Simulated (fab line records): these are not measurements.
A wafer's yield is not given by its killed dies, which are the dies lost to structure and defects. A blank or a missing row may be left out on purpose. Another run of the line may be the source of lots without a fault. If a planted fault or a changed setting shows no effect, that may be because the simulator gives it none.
A single fault, viewed from 2 desks -- flow gf180mcu -- each desk holds nothing but its own numbers, with what lay behind them at the end

## FROM THE METROLOGY DESK
What the gauges read, lot by lot, whatever tool the lot ran on: means of the sampled wafers that have a number. If a lot's mean is further than 4 standard deviations from the usual mean, the lot is out of limits and carries the mark OUT (the distance appears in the brackets).
Columns: A = cdNm at GF_CONTACT_CD_MEAS_14, usual 220.3 nm
lot,first seen here,A
L197,day 15 10:40,221.4
L198,day 15 17:22,221.1
L199,day 16 21:05,222.6
L202,day 17 14:02,218.6
L204,day 18 15:47,219.8
L205,day 18 19:04,220.6
L207,day 19 00:41,221.4
L208,day 19 07:31,220.2
L211,day 20 15:26,220.4
L212,day 21 02:10,217.7
L213,day 21 08:50,218.3
L216,day 22 12:14,220.3
L217,day 23 02:03,221.3
L219,day 23 07:41,218.4
This desk's finding: nothing out of limits on any of the 14 lots.

## THE TOOL OWNER'S DESK: lithoTrack-04
The tool's own readings at GF_CONTACT_PEB_12 (peb time 90 s): means of the sampled wafers that have a number, for each lot that ran on this tool. If a lot's mean is further than 4 standard deviations from the usual mean, the lot is out of limits and carries the mark OUT (the distance appears in the brackets).
Columns: A = heaterPowerTotalW at GF_CONTACT_PEB_12, usual 85.70 W
lot,first seen here,A
L197,day 15 10:19,85.74
L198,day 15 17:01,85.78
L202,day 17 13:42,85.69
L204,day 18 15:27,85.74
L205,day 18 18:43,85.73
L207,day 19 00:21,85.66
L211,day 20 15:06,85.78
L212,day 21 01:49,88.27 (+30) OUT
L213,day 21 08:31,88.35 (+31) OUT
This desk finds L212, L213 out of limits, L212 being first, at day 21 01:49 (heaterPowerTotalW at GF_CONTACT_PEB_12). L197, L198, L202, L204, L205, L207, L211: within limits.

## BROUGHT TOGETHER
At day 21 01:49, on L212, L213, the tool owner's desk was in a position to raise an alarm.
At the metrology desk, nothing out of limits was observed.
The metrology desk holds a record of L212, L213, inside its limits.
GF_CONTACT_PEB_12 was run on lithoTrack-04 by each of the lots named.

## WHAT THE SIMULATOR HAD INSERTED
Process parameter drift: lithoTrack-04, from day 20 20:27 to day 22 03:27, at GF_CONTACT_PEB_12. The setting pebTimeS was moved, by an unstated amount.
Struck lots among those shown: L212, L213.
Hours from the fault's start to each desk's first reading out of limits: the tool owner's desk, 5.
